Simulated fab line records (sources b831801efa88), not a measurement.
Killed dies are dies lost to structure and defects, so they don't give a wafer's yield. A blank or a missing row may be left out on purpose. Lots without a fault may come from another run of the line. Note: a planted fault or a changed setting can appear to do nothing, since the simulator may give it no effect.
The tool behind it: which one? :: flow gf180mcu :: 72 wafers from 24 lots sampled at 5 of the route's 602 steps

## WHAT THE GAUGES SHOWED, per wafer
GF_NWELL_OVL_MEAS_07. Usual: NWELL_OVL gives -1.4 nm (standard deviation 1.2).
lot: L074
measured: day 3 06:46
on: overlay-02
NWELL_OVL (nm): -1.5 -0.6 -2.3
flag: 

lot: L075
measured: day 3 12:14
on: overlay-02
NWELL_OVL (nm): -1.1 0.2 -1.5
flag: 

lot: L076
measured: day 3 21:02
on: overlay-02
NWELL_OVL (nm): -3.1 -4.3 -2.8
flag: 

lot: L077
measured: day 4 00:11
on: overlay-02
NWELL_OVL (nm): -0.9 -1.3 0.1
flag: 

lot: L078
measured: day 4 05:40
on: overlay-01
NWELL_OVL (nm): -1.7 -1.7 -2.7
flag: 

lot: L079
measured: day 4 12:34
on: overlay-01
NWELL_OVL (nm): -1.5 -0.2 0.0
flag: 

lot: L080
measured: day 4 18:52
on: overlay-02
NWELL_OVL (nm): -0.6 0.7 0.1
flag: 

lot: L081
measured: day 4 21:23
on: overlay-01
NWELL_OVL (nm): 0.1 -0.2 -1.0
flag: 

lot: L082
measured: day 5 03:08
on: overlay-01
NWELL_OVL (nm): -0.6 0.0 0.4
flag: 

lot: L083
measured: day 5 10:14
on: overlay-01
NWELL_OVL (nm): -0.4 -0.8 -0.4
flag: 

lot: L084
measured: day 5 14:08
on: overlay-01
NWELL_OVL (nm): -1.1 0.1 -1.7
flag: 

lot: L085
measured: day 5 19:13
on: overlay-01
NWELL_OVL (nm): -1.4 -1.0 -1.1
flag: 

lot: L086
measured: day 6 02:28
on: overlay-01
NWELL_OVL (nm): -0.2 -0.1 -1.9
flag: 

lot: L087
measured: day 6 05:49
on: overlay-02
NWELL_OVL (nm): 1.2 0.7 1.2
flag: 

lot: L088
measured: day 6 13:02
on: overlay-01
NWELL_OVL (nm): -2.1 -0.6 -1.1
flag: 

lot: L089
measured: day 6 19:02
on: overlay-02
NWELL_OVL (nm): -1.0 -1.1 -0.7
flag: 

lot: L090
measured: day 6 22:28
on: overlay-02
NWELL_OVL (nm): -2.5 -2.9 -3.7
flag: 

lot: L091
measured: day 7 03:35
on: overlay-02
NWELL_OVL (nm): -3.5 -2.9 -1.7
flag: 

lot: L092
measured: day 7 12:08
on: overlay-02
NWELL_OVL (nm): -1.5 -1.7 -2.0
flag: 

lot: L093
measured: day 7 18:55
on: overlay-02
NWELL_OVL (nm): -1.9 -1.5 -2.8
flag: 

lot: L094
measured: day 7 22:47
on: overlay-02
NWELL_OVL (nm): -1.9 -3.1 -2.5
flag: 

lot: L095
measured: day 8 02:26
on: overlay-01
NWELL_OVL (nm): -1.5 -1.7 -2.7
flag: 

lot: L096
measured: day 8 10:16
on: overlay-01
NWELL_OVL (nm): -1.8 -2.3 -1.7
flag: 

lot: L097
measured: day 8 19:16
on: overlay-01
NWELL_OVL (nm): -2.2 -2.2 -2.7
flag: 

GF_V1_BOW_MEAS_05. Usual: V1_BOW gives 82 um (standard deviation 6.9).
lot: L074
measured: day 17 02:43
on: film_metro-03
V1_BOW (um): 86 82 92
flag: 

lot: L075
measured: day 17 13:28
on: film_metro-03
V1_BOW (um): 77 81 77
flag: 

lot: L076
measured: day 18 10:21
on: film_metro-01
V1_BOW (um): 87 91 87
flag: 

lot: L077
measured: day 18 12:58
on: film_metro-03
V1_BOW (um): 68 73 81
flag: 

lot: L078
measured: day 18 21:08
on: film_metro-03
V1_BOW (um): 81 77 81
flag: 

lot: L079
measured: day 19 08:11
on: film_metro-01
V1_BOW (um): 91 92 74
flag: 

lot: L080
measured: day 19 16:36
on: film_metro-03
V1_BOW (um): 86 83 85
flag: 

lot: L081
measured: day 20 00:47
on: film_metro-03
V1_BOW (um): 79 79 77
flag: 

lot: L082
measured: day 20 04:32
on: film_metro-01
V1_BOW (um): 80 88 82
flag: 

lot: L083
measured: day 20 20:38
on: film_metro-03
V1_BOW (um): 79 67 78
flag: 

lot: L084
measured: day 21 08:32
on: film_metro-03
V1_BOW (um): 91 78 86
flag: 

lot: L085
measured: day 21 06:55
on: film_metro-02
V1_BOW (um): 89 77 85
flag: 

lot: L086
measured: day 21 21:34
on: film_metro-01
V1_BOW (um): 89 85 87
flag: 

lot: L087
measured: day 22 04:13
on: film_metro-02
V1_BOW (um): 86 94 80
flag: 

lot: L088
measured: day 22 13:23
on: film_metro-03
V1_BOW (um): 89 87 74
flag: 

lot: L089
measured: day 22 22:07
on: film_metro-03
V1_BOW (um): 80 89 81
flag: 

lot: L090
measured: day 22 23:14
on: film_metro-02
V1_BOW (um): 82 64 84
flag: 

lot: L091
measured: day 23 15:23
on: film_metro-01
V1_BOW (um): 85 77 80
flag: 

lot: L092
measured: day 24 02:49
on: film_metro-02
V1_BOW (um): 80 75 76
flag: 

lot: L093
measured: day 24 15:03
on: film_metro-02
V1_BOW (um): 76 74 84
flag: 

lot: L094
measured: day 24 16:23
on: film_metro-03
V1_BOW (um): 79 78 76
flag: 

lot: L095
measured: day 24 19:25
on: film_metro-03
V1_BOW (um): 83 93 88
flag: 

lot: L096
measured: day 25 09:11
on: film_metro-01
V1_BOW (um): 86 87 83
flag: 

lot: L097
measured: day 25 18:38
on: film_metro-03
V1_BOW (um): 74 85 62
flag: 

GF_TOP_METAL_RS_MEAS_05: uses a four-point probe to measure. Usual: TOP_METAL_ALCU_RS gives 0.0327 ohm/sq (standard deviation 0.00032).
lot: L074
measured: day 27 08:18
on: film_metro-03
TOP_METAL_ALCU_RS (ohm/sq): 0.0332 0.0329 0.0330
flag: 

lot: L075
measured: day 27 16:37
on: film_metro-03
TOP_METAL_ALCU_RS (ohm/sq): 0.0327 0.0326 0.0330
flag: 

lot: L076
measured: day 28 09:35
on: film_metro-04
TOP_METAL_ALCU_RS (ohm/sq): 0.0331 0.0330 0.0331
flag: 

lot: L077
measured: day 28 12:43
on: film_metro-03
TOP_METAL_ALCU_RS (ohm/sq): 0.0330 0.0331 0.0326
flag: 

lot: L078
measured: day 28 22:07
on: film_metro-04
TOP_METAL_ALCU_RS (ohm/sq): 0.0322 0.0325 0.0325
flag: 

lot: L079
measured: day 29 02:44
on: film_metro-03
TOP_METAL_ALCU_RS (ohm/sq): 0.0331 0.0328 0.0326
flag: 

lot: L080
measured: day 29 10:47
on: film_metro-03
TOP_METAL_ALCU_RS (ohm/sq): 0.0327 0.0324 0.0327
flag: 

lot: L081
measured: day 29 15:25
on: film_metro-03
TOP_METAL_ALCU_RS (ohm/sq): 0.0319 0.0321 0.0319
flag: 

lot: L082
measured: day 29 17:55
on: film_metro-03
TOP_METAL_ALCU_RS (ohm/sq): 0.0326 0.0329 0.0322
flag: 

lot: L083
measured: day 30 08:31
on: film_metro-04
TOP_METAL_ALCU_RS (ohm/sq): 0.0333 0.0332 0.0334
flag: 

lot: L084
measured: day 30 18:56
on: film_metro-03
TOP_METAL_ALCU_RS (ohm/sq): 0.0328 0.0327 0.0328
flag: 

lot: L085
measured: day 30 16:11
on: film_metro-01
TOP_METAL_ALCU_RS (ohm/sq): 0.0322 0.0327 0.0323
flag: 

lot: L086
measured: day 31 04:32
on: film_metro-01
TOP_METAL_ALCU_RS (ohm/sq): 0.0325 0.0324 0.0326
flag: 

lot: L087
measured: day 31 08:19
on: film_metro-01
TOP_METAL_ALCU_RS (ohm/sq): 0.0322 0.0322 0.0325
flag: 

lot: L088
measured: day 31 15:05
on: film_metro-03
TOP_METAL_ALCU_RS (ohm/sq): 0.0328 0.0326 0.0325
flag: 

lot: L089
measured: day 31 23:53
on: film_metro-03
TOP_METAL_ALCU_RS (ohm/sq): 0.0328 0.0327 0.0328
flag: 

lot: L090
measured: day 31 23:27
on: film_metro-03
TOP_METAL_ALCU_RS (ohm/sq): 0.0325 0.0330 0.0324
flag: 

lot: L091
measured: day 32 12:29
on: film_metro-01
TOP_METAL_ALCU_RS (ohm/sq): 0.0333 0.0327 0.0329
flag: 

lot: L092
measured: day 32 20:07
on: film_metro-04
TOP_METAL_ALCU_RS (ohm/sq): 0.0326 0.0327 0.0328
flag: 

lot: L093
measured: day 33 05:28
on: film_metro-04
TOP_METAL_ALCU_RS (ohm/sq): 0.0332 0.0331 0.0330
flag: 

lot: L094
measured: day 33 06:53
on: film_metro-04
TOP_METAL_ALCU_RS (ohm/sq): 0.0330 0.0328 0.0327
flag: 

lot: L095
measured: day 33 09:19
on: film_metro-04
TOP_METAL_ALCU_RS (ohm/sq): 0.0326 0.0327 0.0329
flag: 

lot: L096
measured: day 33 19:29
on: film_metro-03
TOP_METAL_ALCU_RS (ohm/sq): 0.0330 0.0329 0.0331
flag: 

lot: L097
measured: day 34 00:34
on: film_metro-01
TOP_METAL_ALCU_RS (ohm/sq): 0.0327 0.0328 0.0330
flag: 

## WHAT TOOL EACH LOT RAN ON (gives the tool, then ch and the chambers of the sampled wafers, and finally the start)
lot: L074
GF_HV_LDD_RTA_52: rtp_anneal-01 ch 0, day 12 09:58
GF_HV_LDD_ETCHBACK_58: rie_diel-03 ch 2,3, day 12 12:43

lot: L075
GF_HV_LDD_RTA_52: rtp_anneal-02 ch 0, day 12 18:10
GF_HV_LDD_ETCHBACK_58: rie_diel-04 ch 1,2, day 12 21:25

lot: L076
GF_HV_LDD_RTA_52: rtp_anneal-01 ch 0, day 13 10:35
GF_HV_LDD_ETCHBACK_58: rie_diel-03 ch 0,1,3, day 13 14:11

lot: L077
GF_HV_LDD_RTA_52: rtp_anneal-01 ch 0, day 13 13:11
GF_HV_LDD_ETCHBACK_58: rie_diel-01 ch 0,1,3, day 13 15:56

lot: L078
GF_HV_LDD_RTA_52: rtp_anneal-01 ch 0, day 13 21:40
GF_HV_LDD_ETCHBACK_58: rie_diel-03 ch 0,1, day 14 00:24

lot: L079
GF_HV_LDD_RTA_52: rtp_anneal-01 ch 0, day 14 05:56
GF_HV_LDD_ETCHBACK_58: rie_diel-03 ch 0,2, day 14 08:56

lot: L080
GF_HV_LDD_RTA_52: rtp_anneal-02 ch 0, day 14 14:20
GF_HV_LDD_ETCHBACK_58: rie_diel-04 ch 0,1,2, day 14 17:22

lot: L081
GF_HV_LDD_RTA_52: rtp_anneal-01 ch 0, day 14 21:23
GF_HV_LDD_ETCHBACK_58: rie_diel-03 ch 0,2,3, day 15 00:09

lot: L082
GF_HV_LDD_RTA_52: rtp_anneal-02 ch 0, day 15 00:57
GF_HV_LDD_ETCHBACK_58: rie_diel-03 ch 2,3, day 15 03:41

lot: L083
GF_HV_LDD_RTA_52: rtp_anneal-01 ch 0, day 15 14:00
GF_HV_LDD_ETCHBACK_58: rie_diel-04 ch 0,1, day 15 17:28

lot: L084
GF_HV_LDD_RTA_52: rtp_anneal-02 ch 0, day 15 23:41
GF_HV_LDD_ETCHBACK_58: rie_diel-03 ch 0,1,2, day 16 03:09

lot: L085
GF_HV_LDD_RTA_52: rtp_anneal-02 ch 0, day 16 00:00
GF_HV_LDD_ETCHBACK_58: rie_diel-01 ch 0,1,2, day 16 02:53

lot: L086
GF_HV_LDD_RTA_52: rtp_anneal-02 ch 0, day 16 12:38
GF_HV_LDD_ETCHBACK_58: rie_diel-03 ch 0,1,3, day 16 15:23

lot: L087
GF_HV_LDD_RTA_52: rtp_anneal-01 ch 0, day 16 20:24
GF_HV_LDD_ETCHBACK_58: rie_diel-03 ch 0,1, day 16 23:13

lot: L088
GF_HV_LDD_RTA_52: rtp_anneal-01 ch 0, day 17 05:02
GF_HV_LDD_ETCHBACK_58: rie_diel-01 ch 2,3, day 17 08:01

lot: L089
GF_HV_LDD_RTA_52: rtp_anneal-02 ch 0, day 17 15:44
GF_HV_LDD_ETCHBACK_58: rie_diel-01 ch 0,1,2, day 17 18:29

lot: L090
GF_HV_LDD_RTA_52: rtp_anneal-01 ch 0, day 17 16:02
GF_HV_LDD_ETCHBACK_58: rie_diel-03 ch 0,1,2, day 17 18:47

lot: L091
GF_HV_LDD_RTA_52: rtp_anneal-01 ch 0, day 18 06:53
GF_HV_LDD_ETCHBACK_58: rie_diel-03 ch 0,1, day 18 09:46

lot: L092
GF_HV_LDD_RTA_52: rtp_anneal-02 ch 0, day 18 20:04
GF_HV_LDD_ETCHBACK_58: rie_diel-03 ch 0,2,3, day 18 22:48

lot: L093
GF_HV_LDD_RTA_52: rtp_anneal-02 ch 0, day 19 07:38
GF_HV_LDD_ETCHBACK_58: rie_diel-01 ch 0,1,2, day 19 10:23

lot: L094
GF_HV_LDD_RTA_52: rtp_anneal-01 ch 0, day 19 10:19
GF_HV_LDD_ETCHBACK_58: rie_diel-04 ch 0,1,3, day 19 13:04

lot: L095
GF_HV_LDD_RTA_52: rtp_anneal-02 ch 0, day 19 15:53
GF_HV_LDD_ETCHBACK_58: rie_diel-03 ch 0,2,3, day 19 18:38

lot: L096
GF_HV_LDD_RTA_52: rtp_anneal-02 ch 0, day 20 06:26
GF_HV_LDD_ETCHBACK_58: rie_diel-04 ch 0,2,3, day 20 09:11

lot: L097
GF_HV_LDD_RTA_52: rtp_anneal-02 ch 0, day 20 17:11
GF_HV_LDD_ETCHBACK_58: rie_diel-04 ch 1,3, day 20 19:56
- GF_HV_LDD_RTA_52: time 10 s.
- GF_HV_LDD_ETCHBACK_58: etches Si3N4 in CH3F/O2, stops on SiO2, time 100 s, target depth 90 nm.

## AS READ BY THE TOOLS THEMSELVES (means over the sampled wafers that have a number; for cases with no such wafer, the mark the record gives instead)
GF_HV_LDD_RTA_52. Usual: lamp_power_pct 29.7 %, standard deviation 2.2; wafer_temp_C_max 1004.5, standard deviation 0.92.
lot: L074
tool: rtp_anneal-01
lamp_power_pct (%): 27.5
wafer_temp_C_max: 1005.0
flag: 

lot: L075
tool: rtp_anneal-02
lamp_power_pct (%): 32.0
wafer_temp_C_max: 1004.7
flag: 

lot: L076
tool: rtp_anneal-01
lamp_power_pct (%): 27.5
wafer_temp_C_max: 1005.1
flag: 

lot: L077
tool: rtp_anneal-01
lamp_power_pct (%): 27.5
wafer_temp_C_max: 1005.0
flag: 

lot: L078
tool: rtp_anneal-01
lamp_power_pct (%): 27.5
wafer_temp_C_max: 1005.0
flag: 

lot: L079
tool: rtp_anneal-01
lamp_power_pct (%): 27.5
wafer_temp_C_max: 1004.8
flag: 

lot: L080
tool: rtp_anneal-02
lamp_power_pct (%): 31.9
wafer_temp_C_max: 1005.0
flag: 

lot: L081
tool: rtp_anneal-01
lamp_power_pct (%): 27.5
wafer_temp_C_max: 1004.3
flag: 

lot: L082
tool: rtp_anneal-02
lamp_power_pct (%): 32.0
wafer_temp_C_max: 1004.1
flag: 

lot: L083
tool: rtp_anneal-01
lamp_power_pct (%): 27.5
wafer_temp_C_max: 1004.9
flag: 

lot: L084
tool: rtp_anneal-02
lamp_power_pct (%): 31.9
wafer_temp_C_max: 1004.1
flag: 

lot: L085
tool: rtp_anneal-02
lamp_power_pct (%): 31.9
wafer_temp_C_max: 1004.4
flag: 

lot: L086
tool: rtp_anneal-02
lamp_power_pct (%): 32.0
wafer_temp_C_max: 1004.2
flag: 

lot: L087
tool: rtp_anneal-01
lamp_power_pct (%): 27.5
wafer_temp_C_max: 1004.4
flag: 

lot: L088
tool: rtp_anneal-01
lamp_power_pct (%): 27.5
wafer_temp_C_max: 1004.8
flag: 

lot: L089
tool: rtp_anneal-02
lamp_power_pct (%): 31.9
wafer_temp_C_max: 1004.8
flag: 

lot: L090
tool: rtp_anneal-01
lamp_power_pct (%): 27.5
wafer_temp_C_max: 1004.9
flag: 

lot: L091
tool: rtp_anneal-01
lamp_power_pct (%): 27.5
wafer_temp_C_max: 1004.4
flag: 

lot: L092
tool: rtp_anneal-02
lamp_power_pct (%): 31.9
wafer_temp_C_max: 1004.7
flag: 

lot: L093
tool: rtp_anneal-02
lamp_power_pct (%): 31.9
wafer_temp_C_max: 1003.4
flag: 

lot: L094
tool: rtp_anneal-01
lamp_power_pct (%): 27.5
wafer_temp_C_max: 1004.8
flag: 

lot: L095
tool: rtp_anneal-02
lamp_power_pct (%): 31.9
wafer_temp_C_max: 1003.4
flag: 

lot: L096
tool: rtp_anneal-02
lamp_power_pct (%): 31.9
wafer_temp_C_max: 1003.4
flag: 

lot: L097
tool: rtp_anneal-02
lamp_power_pct (%): 31.9
wafer_temp_C_max: 1004.5
flag: 

GF_HV_LDD_ETCHBACK_58. Usual: drypump_motor_current_A 5.9 A, standard deviation 0.55; oes_product_au 0.842 a.u., standard deviation 0.0067; throttle_valve_pct 10.561 %, standard deviation 0.0093.
lot: L074
tool: rie_diel-03
drypump_motor_current_A (A): 6.4
oes_product_au (a.u.): 0.846
throttle_valve_pct (%): 10.565
flag: 

lot: L075
tool: rie_diel-04
drypump_motor_current_A (A): 5.4
oes_product_au (a.u.): 0.841
throttle_valve_pct (%): 10.557
flag: 

lot: L076
tool: rie_diel-03
drypump_motor_current_A (A): 6.2
oes_product_au (a.u.): 0.839
throttle_valve_pct (%): 10.557
flag: 

lot: L077
tool: rie_diel-01
drypump_motor_current_A (A): 5.4
oes_product_au (a.u.): 0.850
throttle_valve_pct (%): 10.562
flag: 

lot: L078
tool: rie_diel-03
drypump_motor_current_A (A): 6.2
oes_product_au (a.u.): 0.833
throttle_valve_pct (%): 10.562
flag: 

lot: L079
tool: rie_diel-03
drypump_motor_current_A (A): 5.7
oes_product_au (a.u.): 0.851
throttle_valve_pct (%): 10.547
flag: 

lot: L080
tool: rie_diel-04
drypump_motor_current_A (A): 5.6
oes_product_au (a.u.): 0.844
throttle_valve_pct (%): 10.565
flag: 

lot: L081
tool: rie_diel-03
drypump_motor_current_A (A): 6.0
oes_product_au (a.u.): 0.843
throttle_valve_pct (%): 10.563
flag: 

lot: L082
tool: rie_diel-03
drypump_motor_current_A (A): 6.1
oes_product_au (a.u.): 0.848
throttle_valve_pct (%): 10.561
flag: 

lot: L083
tool: rie_diel-04
drypump_motor_current_A (A): 5.3
oes_product_au (a.u.): 0.842
throttle_valve_pct (%): 10.571
flag: 

lot: L084
tool: rie_diel-03
drypump_motor_current_A (A): 6.0
oes_product_au (a.u.): 0.843
throttle_valve_pct (%): 10.559
flag: 

lot: L085
tool: rie_diel-01
drypump_motor_current_A (A): 5.2
oes_product_au (a.u.): 0.835
throttle_valve_pct (%): 10.562
flag: 

lot: L086
tool: rie_diel-03
drypump_motor_current_A (A): 6.2
oes_product_au (a.u.): 0.842
throttle_valve_pct (%): 10.559
flag: 

lot: L087
tool: rie_diel-03
drypump_motor_current_A (A): 5.9
oes_product_au (a.u.): 0.837
throttle_valve_pct (%): 10.565
flag: 

lot: L088
tool: rie_diel-01
drypump_motor_current_A (A): 5.7
oes_product_au (a.u.): 0.846
throttle_valve_pct (%): 10.555
flag: 

lot: L089
tool: rie_diel-01
drypump_motor_current_A (A): 5.2
oes_product_au (a.u.): 0.833
throttle_valve_pct (%): 10.556
flag: 

lot: L090
tool: rie_diel-03
drypump_motor_current_A (A): 6.0
oes_product_au (a.u.): 0.850
throttle_valve_pct (%): 10.561
flag: 

lot: L091
tool: rie_diel-03
drypump_motor_current_A (A): 6.2
oes_product_au (a.u.): 0.831
throttle_valve_pct (%): 10.560
flag: 

lot: L092
tool: rie_diel-03
drypump_motor_current_A (A): 6.0
oes_product_au (a.u.): 0.839
throttle_valve_pct (%): 10.574
flag: 

lot: L093
tool: rie_diel-01
drypump_motor_current_A (A): 5.2
oes_product_au (a.u.): 0.836
throttle_valve_pct (%): 10.556
flag: 

lot: L094
tool: rie_diel-04
drypump_motor_current_A (A): 5.9
oes_product_au (a.u.): 0.837
throttle_valve_pct (%): 10.560
flag: 

lot: L095
tool: rie_diel-03
drypump_motor_current_A (A): 6.0
oes_product_au (a.u.): 0.840
throttle_valve_pct (%): 10.570
flag: 

lot: L096
tool: rie_diel-04
drypump_motor_current_A (A): 6.1
oes_product_au (a.u.): 0.853
throttle_valve_pct (%): 10.554
flag: 

lot: L097
tool: rie_diel-04
drypump_motor_current_A (A): 6.0
oes_product_au (a.u.): 0.838
throttle_valve_pct (%): 10.555
flag: 

## THE ANSWER, worked out from the rows above alone
Rule: take the mean of a lot's wafers that have a number; if it is more than 3 standard deviations from the usual mean, the lot is off. A lot without any number at a reading at which 4 lots or more have one is off too. Any other lot the step has rows for is counted as sound. First the gauges in route order, then the tools' own readings, where a lot's mean is used as printed above. The first step at which some lot is off is used, and at that step the reading that is off furthest; a lot without a number counts as furthest.
Nothing can be told from this: no lot is off at any reading shown.

## WHAT THE SIMULATOR HAD INSERTED
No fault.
